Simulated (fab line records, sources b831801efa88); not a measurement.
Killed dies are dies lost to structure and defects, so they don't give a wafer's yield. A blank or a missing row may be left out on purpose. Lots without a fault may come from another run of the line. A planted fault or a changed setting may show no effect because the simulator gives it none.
Which tool did it? | flow sky130 | 24 lots, 72 wafers sampled, at 6 steps of a route of 708

WHAT THE GAUGES READ, wafer by wafer
SKY_PWDE_OVL_MEAS_07.
lot  | measured    | on         | PWDE_OVL (nm)
L074 | day 4 00:31 | overlay-01 | 0.4 -0.6 0.6
L075 | day 4 04:18 | overlay-01 | -1.6 -1.8 -3.7
L076 | day 4 10:48 | overlay-01 | -1.8 -2.2 -3.1
L077 | day 4 16:31 | overlay-02 | 0.1 2.9 2.5
L078 | day 5 05:56 | overlay-02 | 1.6 -2.1 0.2
L079 | day 5 06:14 | overlay-02 | 2.6 0.9 -0.5
L080 | day 5 14:19 | overlay-01 | -1.0 -1.5 -3.3
L081 | day 5 19:35 | overlay-02 | 0.7 0.5 1.3
L082 | day 5 22:52 | overlay-01 | 0.9 0.7 -1.0
L083 | day 6 01:28 | overlay-02 | -0.8 -3.4 -1.8
L084 | day 6 10:40 | overlay-02 | 0.0 0.5 0.5
L085 | day 6 20:41 | overlay-02 | -2.0 -3.9 -1.7
L086 | day 7 00:20 | overlay-02 | 0.3 -0.7 -0.4
L087 | day 7 08:25 | overlay-02 | -1.0 -0.7 -0.4
L088 | day 7 10:06 | overlay-01 | 0.0 0.3 0.3
L089 | day 7 15:42 | overlay-02 | -1.6 -0.5 -1.5
L090 | day 7 18:47 | overlay-02 | -0.9 -1.1 -1.4
L091 | day 7 23:13 | overlay-01 | -0.4 -1.0 1.0
L092 | day 8 10:41 | overlay-02 | -1.2 1.3 0.4
L093 | day 8 12:11 | overlay-01 | -1.4 -1.7 0.6
L094 | day 8 17:29 | overlay-01 | -1.0 -1.2 1.9
L095 | day 9 00:15 | overlay-01 | -1.5 -0.6 -1.8
L096 | day 9 05:52 | overlay-01 | 0.4 -1.3 -0.1
L097 | day 9 10:29 | overlay-01 | 2.2 1.0 0.8

SKY_VT_ADJUST_HVTP_OVL_MEAS_08.
lot  | measured     | on         | VT_ADJUST_HVTP_OVL (nm)
L074 | day 6 08:16  | overlay-02 | -0.3 -1.6 -0.1
L075 | day 6 12:01  | overlay-01 | -0.8 0.4 0.5
L076 | day 6 20:10  | overlay-01 | 0.1 1.0 -2.0
L077 | day 7 03:35  | overlay-02 | 1.1 1.6 1.2
L078 | day 7 18:56  | overlay-01 | -1.9 -1.1 -1.6
L079 | day 7 21:08  | overlay-01 | 0.9 -0.9 -1.1
L080 | day 8 05:37  | overlay-01 | 1.7 0.7 0.5
L081 | day 8 11:41  | overlay-01 | -0.6 0.6 -0.6
L082 | day 8 15:13  | overlay-01 | 0.4 0.0 1.6
L083 | day 8 18:29  | overlay-01 | 1.0 1.0 0.7
L084 | day 9 04:58  | overlay-01 | 0.2 0.7 0.0
L085 | day 9 13:47  | overlay-01 | -2.1 -1.3 -1.1
L086 | day 9 18:50  | overlay-02 | 0.9 -0.7 -1.4
L087 | day 10 04:46 | overlay-01 | -1.0 -0.2 -0.8
L088 | day 10 06:14 | overlay-01 | 1.9 -0.1 -1.6
L089 | day 10 10:25 | overlay-02 | -1.1 0.6 0.0
L090 | day 10 14:39 | overlay-01 | -0.6 -1.9 -1.0
L091 | day 10 19:14 | overlay-01 | 1.3 -0.8 1.1
L092 | day 11 08:51 | overlay-01 | -0.5 -0.2 1.2
L093 | day 11 09:31 | overlay-01 | 1.0 0.7 -0.4
L094 | day 11 15:37 | overlay-02 | -1.6 -1.7 -0.9
L095 | day 11 22:03 | overlay-01 | -1.5 -1.4 -0.2
L096 | day 12 07:32 | overlay-01 | -1.2 0.7 0.6
L097 | day 12 11:34 | overlay-01 | 1.0 -2.2 -1.7

SKY_SONOS_ONO_THK_MEAS_05.
lot  | measured     | on            | SONOS_ONO_CVD_04_THK (nm)
L074 | day 12 05:54 | film_metro-02 | 5.68 5.89 5.79
L075 | day 12 11:08 | film_metro-01 | 5.58 5.60 5.58
L076 | day 12 17:47 | film_metro-03 | 5.64 5.70 5.68
L077 | day 13 20:43 | film_metro-03 | 5.67 5.77 5.70
L078 | day 14 00:56 | film_metro-02 | 6.02 5.98 5.87
L079 | day 14 03:20 | film_metro-03 | 5.91 5.66 5.81
L080 | day 14 10:01 | film_metro-01 | 5.74 5.81 5.78
L081 | day 14 20:16 | film_metro-01 | 5.76 5.76 5.81
L082 | day 15 00:22 | film_metro-03 | 5.70 5.73 5.69
L083 | day 15 06:58 | film_metro-02 | 5.69 5.59 5.64
L084 | day 15 20:35 | film_metro-03 | 5.78 5.69 5.66
L085 | day 16 07:57 | film_metro-03 | 5.73 5.71 5.87
L086 | day 16 18:15 | film_metro-03 | 5.62 5.66 5.79
L087 | day 17 03:04 | film_metro-01 | 5.72 5.77 5.55
L088 | day 17 04:23 | film_metro-03 | 5.56 5.60 5.51
L089 | day 17 11:32 | film_metro-02 | 6.01 5.88 5.84
L090 | day 17 21:01 | film_metro-03 | 5.64 5.71 5.63
L091 | day 18 01:20 | film_metro-01 | 5.77 5.78 5.81
L092 | day 18 13:17 | film_metro-01 | 5.77 5.67 5.77
L093 | day 18 15:42 | film_metro-02 | 5.55 5.62 5.61
L094 | day 19 00:17 | film_metro-02 | 5.66 5.78 5.77
L095 | day 19 11:14 | film_metro-02 | 5.68 5.60 5.59
L096 | day 19 19:50 | film_metro-02 | 5.62 5.64 5.72
L097 | day 20 01:08 | film_metro-01 | 5.64 5.66 5.71

SKY_POLY_GATE_THK_MEAS_01.
lot  | measured     | on            | POLY_GATE_CVD_00_THK (nm)
L074 | day 14 16:27 | film_metro-04 | 178.9 179.1 180.1
L075 | day 14 22:22 | film_metro-01 | 183.9 183.3 183.0
L076 | day 15 08:24 | film_metro-04 | 181.3 179.7 178.7
L077 | day 16 13:02 | film_metro-01 | 180.8 180.6 181.6
L078 | day 16 17:21 | film_metro-01 | 182.0 181.1 180.6
L079 | day 16 20:20 | film_metro-03 | 184.0 183.0 184.1
L080 | day 17 03:54 | film_metro-01 | 182.0 183.0 182.3
L081 | day 17 17:11 | film_metro-01 | 182.0 182.5 182.5
L082 | day 17 22:25 | film_metro-04 | 180.1 178.0 178.2
L083 | day 18 02:32 | film_metro-01 | 181.3 181.1 181.5
L084 | day 18 19:55 | film_metro-03 | 182.9 182.1 182.5
L085 | day 19 05:54 | film_metro-03 | 180.8 182.8 181.6
L086 | day 19 17:14 | film_metro-01 | 183.4 183.3 181.4
L087 | day 20 03:25 | film_metro-04 | 183.6 183.7 183.1
L088 | day 20 03:25 | film_metro-03 | 179.4 179.7 179.3
L089 | day 20 09:32 | film_metro-04 | 182.9 183.3 182.9
L090 | day 20 21:13 | film_metro-01 | 182.4 181.4 183.1
L091 | day 21 01:33 | film_metro-03 | 182.3 183.6 181.8
L092 | day 21 12:09 | film_metro-04 | 179.8 180.4 180.2
L093 | day 21 16:05 | film_metro-03 | 182.8 181.3 183.9
L094 | day 21 23:32 | film_metro-04 | 180.4 179.7 181.9
L095 | day 22 13:41 | film_metro-04 | 180.7 178.0 180.4
L096 | day 22 19:26 | film_metro-01 | 180.1 178.1 178.8
L097 | day 22 23:56 | film_metro-04 | 183.4 181.9 183.2

WHICH TOOL RAN EACH LOT (tool, then ch and the chambers of the sampled wafers, then the start)
lot  | SKY_NWELL_RTA_28                 | SKY_GATE_OXIDE_STRIP_13
L074 | rtp_anneal-01 ch 0, day 5 12:48  | plasma_asher-01 ch 0,1, day 14 13:30
L075 | rtp_anneal-02 ch 0, day 5 15:57  | plasma_asher-02 ch 0,1, day 14 18:42
L076 | rtp_anneal-01 ch 0, day 5 23:37  | plasma_asher-02 ch 0,1, day 15 03:50
L077 | rtp_anneal-01 ch 0, day 6 06:47  | plasma_asher-02 ch 0,1, day 16 08:44
L078 | rtp_anneal-02 ch 0, day 6 21:57  | plasma_asher-01 ch 0,1, day 16 13:58
L079 | rtp_anneal-01 ch 0, day 6 23:02  | plasma_asher-03 ch 0,1, day 16 16:26
L080 | rtp_anneal-01 ch 0, day 7 07:44  | plasma_asher-02 ch 0,1, day 17 00:31
L081 | rtp_anneal-02 ch 0, day 7 13:46  | plasma_asher-02 ch 0, day 17 10:20
L082 | rtp_anneal-01 ch 0, day 7 17:12  | plasma_asher-03 ch 0,1, day 17 16:12
L083 | rtp_anneal-02 ch 0, day 7 19:55  | plasma_asher-03 ch 0,1, day 17 21:49
L084 | rtp_anneal-02 ch 0, day 8 06:36  | plasma_asher-01 ch 0,1, day 18 15:23
L085 | rtp_anneal-01 ch 0, day 8 15:52  | plasma_asher-02 ch 0,1, day 19 02:57
L086 | rtp_anneal-01 ch 0, day 8 20:40  | plasma_asher-01 ch 0,1, day 19 14:13
L087 | rtp_anneal-01 ch 0, day 9 05:02  | plasma_asher-03 ch 0,1, day 19 23:36
L088 | rtp_anneal-02 ch 0, day 9 07:33  | plasma_asher-02 ch 0,1, day 19 22:58
L089 | rtp_anneal-02 ch 0, day 9 12:00  | plasma_asher-03 ch 0,1, day 20 06:36
L090 | rtp_anneal-01 ch 0, day 9 16:00  | plasma_asher-02 ch 0,1, day 20 16:13
L091 | rtp_anneal-02 ch 0, day 9 19:28  | plasma_asher-01 ch 0,1, day 20 21:29
L092 | rtp_anneal-02 ch 0, day 10 08:09 | plasma_asher-03 ch 0,1, day 21 09:12
L093 | rtp_anneal-01 ch 0, day 10 09:22 | plasma_asher-01 ch 0,1, day 21 13:08
L094 | rtp_anneal-02 ch 0, day 10 15:26 | plasma_asher-02 ch 0,1, day 21 20:35
L095 | rtp_anneal-02 ch 0, day 10 21:50 | plasma_asher-03 ch 0,1, day 22 09:33
L096 | rtp_anneal-01 ch 0, day 11 06:39 | plasma_asher-01 ch 0,1, day 22 16:29
L097 | rtp_anneal-02 ch 0, day 11 10:15 | plasma_asher-01 ch 0,1, day 22 20:59
- SKY_NWELL_RTA_28: time 30 s.
- SKY_GATE_OXIDE_STRIP_13: strips in O2/N2.

WHAT THE TOOLS THEMSELVES READ (means of the sampled wafers that have a number; where no wafer has one, the mark that the record gives instead)
SKY_NWELL_RTA_28.
lot  | tool          | chamber_o2_ppm | lamp_power_pct (%) | wafer_temp_C_max
L074 | rtp_anneal-01 | 1.997          | 25.34              | 1054.7
L075 | rtp_anneal-02 | 1.996          | 25.31              | 1055.2
L076 | rtp_anneal-01 | 2.025          | 25.33              | 1054.1
L077 | rtp_anneal-01 | 2.020          | 25.28              | 1055.2
L078 | rtp_anneal-02 | 2.008          | 25.28              | 1054.3
L079 | rtp_anneal-01 | 2.017          | 25.34              | 1055.0
L080 | rtp_anneal-01 | 2.010          | 25.25              | 1055.4
L081 | rtp_anneal-02 | 2.007          | 25.26              | 1055.2
L082 | rtp_anneal-01 | 1.999          | 25.35              | 1054.2
L083 | rtp_anneal-02 | 1.991          | 25.28              | 1055.6
L084 | rtp_anneal-02 | 2.006          | 25.30              | 1054.0
L085 | rtp_anneal-01 | 2.010          | 25.33              | 1055.4
L086 | rtp_anneal-01 | 2.003          | 25.30              | 1055.3
L087 | rtp_anneal-01 | 2.020          | 25.33              | 1054.5
L088 | rtp_anneal-02 | 1.979          | 25.29              | 1054.9
L089 | rtp_anneal-02 | 2.016          | 25.30              | 1054.9
L090 | rtp_anneal-01 | 2.015          | 25.32              | 1055.0
L091 | rtp_anneal-02 | 2.011          | 25.30              | 1055.2
L092 | rtp_anneal-02 | 2.019          | 25.33              | 1055.5
L093 | rtp_anneal-01 | 1.998          | 25.34              | 1054.9
L094 | rtp_anneal-02 | 2.000          | 25.27              | 1055.5
L095 | rtp_anneal-02 | 1.994          | 25.29              | 1055.1
L096 | rtp_anneal-01 | 1.965          | 25.27              | 1055.8
L097 | rtp_anneal-02 | 1.999          | 25.26              | 1054.4

SKY_GATE_OXIDE_STRIP_13.
lot  | tool            | drypump_motor_current_A (A) | oes_product_au (a.u.) | strip_time_to_endpoint_s (s)
L074 | plasma_asher-01 | 6.3                         | 0.717                 | 14.19
L075 | plasma_asher-02 | 6.1                         | 0.717                 | 14.22
L076 | plasma_asher-02 | 5.4                         | 0.716                 | 14.23
L077 | plasma_asher-02 | 6.0                         | 0.716                 | 14.25
L078 | plasma_asher-01 | 6.1                         | 0.712                 | 14.17
L079 | plasma_asher-03 | 5.6                         | 0.715                 | 14.21
L080 | plasma_asher-02 | 6.1                         | 0.714                 | 14.20
L081 | plasma_asher-02 | 4.8                         | 0.716                 | 14.27
L082 | plasma_asher-03 | 5.6                         | 0.716                 | 14.26
L083 | plasma_asher-03 | 5.6                         | 0.712                 | 14.14
L084 | plasma_asher-01 | 6.3                         | 0.716                 | 14.17
L085 | plasma_asher-02 | 5.4                         | 0.719                 | 14.22
L086 | plasma_asher-01 | 6.0                         | 0.716                 | 14.19
L087 | plasma_asher-03 | 5.3                         | 0.715                 | 14.21
L088 | plasma_asher-02 | 6.1                         | 0.718                 | 14.16
L089 | plasma_asher-03 | 5.3                         | 0.718                 | 14.20
L090 | plasma_asher-02 | 5.4                         | 0.719                 | 14.16
L091 | plasma_asher-01 | 6.1                         | 0.711                 | 14.14
L092 | plasma_asher-03 | 5.3                         | 0.717                 | 14.22
L093 | plasma_asher-01 | 6.3                         | 0.714                 | 14.22
L094 | plasma_asher-02 | 5.4                         | 0.714                 | 14.20
L095 | plasma_asher-03 | 5.3                         | 0.715                 | 14.23
L096 | plasma_asher-01 | 6.1                         | 0.721                 | 14.18
L097 | plasma_asher-01 | 6.0                         | 0.716                 | 14.18

THE ANSWER, worked out from the rows above alone
Rule: what is usual is taken from the lots themselves. Put in order of their means at a reading, lots are off if they are a third of the lots or fewer, leave a main group of 4 or more, and stand apart from it by a gap of 3 or more times the standard deviation of the main group's means; of several such gaps the widest counts. A main group whose means are all the same, to the digits that the tables above print for the reading, isn't used. A lot without any number at a reading at which 4 lots or more have one is off too. The other lots that the step has rows for count as sound. The gauges are gone through in route order, then the tools' own readings, and for those a lot's mean is taken as printed above. The first step at which some lot is off is used, and at that step the reading that is off furthest; a lot without a number counts as furthest.
No lot is off at any reading shown: from this, nothing can be told.

WHAT THE SIMULATOR HAD PUT IN
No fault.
